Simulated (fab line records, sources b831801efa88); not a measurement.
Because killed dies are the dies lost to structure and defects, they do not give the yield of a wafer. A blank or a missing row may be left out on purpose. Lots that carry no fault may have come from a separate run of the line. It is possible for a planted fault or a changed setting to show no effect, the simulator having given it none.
fab line records -- flow sfq-line
record: lots: 14, wafers: 42, last-day: 82
route steps=325 shown R5@213
lots with no fault: from the same line, run without faults
start-h: start of the lot's first displayed wafer, in hours after the record's first day -- wait-h: how many hours have passed since the lot's step before this one -- " repeats the value in the row above -- L1.1+2: a single row standing in for several wafers -- - no value present, or no start provided -- * or withheld: withheld -- < > ~ a bound
route shown NAME@n: NAME is a module with steps in the file, n the number in the route of the first one -- usual: mean/standard deviation of fault-free wafers -- same: alike in all rows -- chamber/n: place in a boat -- sites: per-site readings -- _std_site: standard deviation across them -- _edge_site: the outer-site mean with the inner-site mean subtracted -- radius-mm: for every site, how far away it sits from the centre of the wafer -- mask NAME#n: copy n -- behind: the last tool/chamber to shape the wafer -- hold: why the lot was held/for how many hours/how that ended -- device: names the non-switching transistor (n, p or np) -- end of line: the route-end tests of the same wafers -- a step given without rows: its recipe and nothing more -- killed: dies that structure and defects cost at the first sort, which is not the same as the wafer's yield -- map: shows each die of a wafer: x if killed, . if not, _ if none is there
set.NAME: the run value of the setting; set.NAME@STEP: its run value at that earlier step -- model.NAME: the simulator's own value behind a step, which no gauge read
route steps across a sampled set of lots; one table per step, one row per wafer
services: from which hour (start-h, from the record's first day; less than 0 if before it) a tool's chamber was out of use, for how many hours, and why
== steps ==
step: SFQ_TRILAYER_R5_DEP_SPUTTER_133
recipe: material: MoNx, base-pressure-pa: 1.33e-06, target-thk-nm: 40, power-w: 1000, time-s: 66.7, chamber-pressure-pa: 0.4
usual: chamber-pressure-pa: 0.4000/0.00084, throttle-valve-pct: 30.4/1
lot.wafer,tool,chamber,start-h,wait-h,chamber-pressure-pa,throttle-valve-pct
L385.1,pvd-sputter-03,-,1388.29,0.0,0.3985,29.9
L385.2,pvd-sputter-03,-,1388.29,0.0,0.4008,32.4
L385.5,pvd-sputter-03,-,1388.29,0.0,0.3998,30.0
L386.1,pvd-sputter-05,-,1391.29,0.0,0.3981,29.7
L386.2,pvd-sputter-05,-,1391.29,0.0,0.4002,31.7
L386.3,pvd-sputter-05,-,1391.29,0.0,0.3994,30.1
L387.2,pvd-sputter-03,-,1392.31,0.0,0.3996,32.6
L387.4,pvd-sputter-03,-,1392.31,0.0,0.3994,31.2
L387.6,pvd-sputter-03,-,1392.31,0.0,0.3988,31.2
L388.3,pvd-sputter-03,-,1403.37,0.0,0.3991,32.4
L388.4,pvd-sputter-03,-,1403.37,0.0,0.3999,30.3
L388.6,pvd-sputter-03,-,1403.37,0.0,0.4007,30.0
L389.1,pvd-sputter-05,-,1407.31,0.0,0.4000,29.6
L389.2,pvd-sputter-05,-,1407.31,0.0,0.4002,29.4
L389.6,pvd-sputter-05,-,1407.31,0.0,0.4005,31.8
L394.4,pvd-sputter-05,-,1421.37,0.0,0.3453,31.6
L394.5,pvd-sputter-05,-,1421.37,0.0,0.3457,32.3
L394.6,pvd-sputter-05,-,1421.37,0.0,0.3457,34.3
L395.1,pvd-sputter-03,-,1424.37,0.0,0.4016,30.2
L395.3,pvd-sputter-03,-,1424.37,0.0,0.4005,29.3
L395.6,pvd-sputter-03,-,1424.37,0.0,0.4007,32.4
L396.2,pvd-sputter-05,-,1427.37,0.0,0.3440,32.0
L396.5,pvd-sputter-05,-,1427.37,0.0,0.3454,31.8
L396.6,pvd-sputter-05,-,1427.37,0.0,0.3447,32.4
L402.3,pvd-sputter-03,-,1522.92,0.0,0.4006,30.9
L402.5,pvd-sputter-03,-,1522.92,0.0,0.4004,32.5
L402.6,pvd-sputter-03,-,1522.92,0.0,0.3984,31.1
L403.1,pvd-sputter-05,-,1528.92,0.0,0.3982,31.7
L403.2,pvd-sputter-05,-,1528.92,0.0,0.3985,29.2
L403.3,pvd-sputter-05,-,1528.92,0.0,0.4003,29.9
L404.1,pvd-sputter-04,-,1547.43,0.0,0.3997,31.0
L404.5,pvd-sputter-04,-,1547.43,0.0,0.4000,30.9
L404.6,pvd-sputter-04,-,1547.43,0.0,0.3989,29.3
L405.1,pvd-sputter-05,-,1634.96,0.0,0.3997,29.4
L405.3,pvd-sputter-05,-,1634.96,0.0,0.3994,31.8
L405.5,pvd-sputter-05,-,1634.96,0.0,0.3997,29.9
L406.1,pvd-sputter-05,-,1642.85,0.0,0.3994,29.3
L406.2,pvd-sputter-05,-,1642.85,0.0,0.3997,31.7
L406.5,pvd-sputter-05,-,1642.85,0.0,0.4012,29.3
L408.2,pvd-sputter-03,-,1651.85,0.0,0.4007,32.7
L408.3,pvd-sputter-03,-,1651.85,0.0,0.3994,29.5
L408.4,pvd-sputter-03,-,1651.85,0.0,0.3991,30.0
== services ==
tool,chamber,start-h,hours,kind
pvd-sputter-03,-,1378.23,1.8,repair
pvd-sputter-04,-,1386.97,4.3,repair
pvd-sputter-03,-,1533.10,1.9,repair
pvd-sputter-03,-,1571.14,2.3,repair
pvd-sputter-03,-,1588.55,5.3,repair
pvd-sputter-05,-,1592.70,3.2,repair
pvd-sputter-04,-,1605.02,11.2,repair
pvd-sputter-05,-,1608.88,3.4,repair
== key ==
first-sign: step: SFQ_TRILAYER_R5_DEP_SPUTTER_133, reading: chamber-pressure-pa, direction: down, sigmas: 66, usual: 0.4000, struck: 0.3451
effect: step: SFQ_TRILAYER_R5_DEP_SPUTTER_133, reading: throttle-valve-pct, direction: up, sigmas: 1.9, usual: 30.4, struck: 32.4
met-at SFQ_TRILAYER_R5_DEP_SPUTTER_133
struck-lots L394,L396
onset-between 1407.31 1421.37
fault: kind: process-parameter-drift, tool: pvd-sputter-05, chamber: -, onset-h: 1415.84, steps: SFQ_TRILAYER_R5_DEP_SPUTTER_133, channel: chamber-pressure-pa, offset: -0.054707, shape: step, end-h: 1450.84, acts-in: these-recipes-only, stated: 0.4
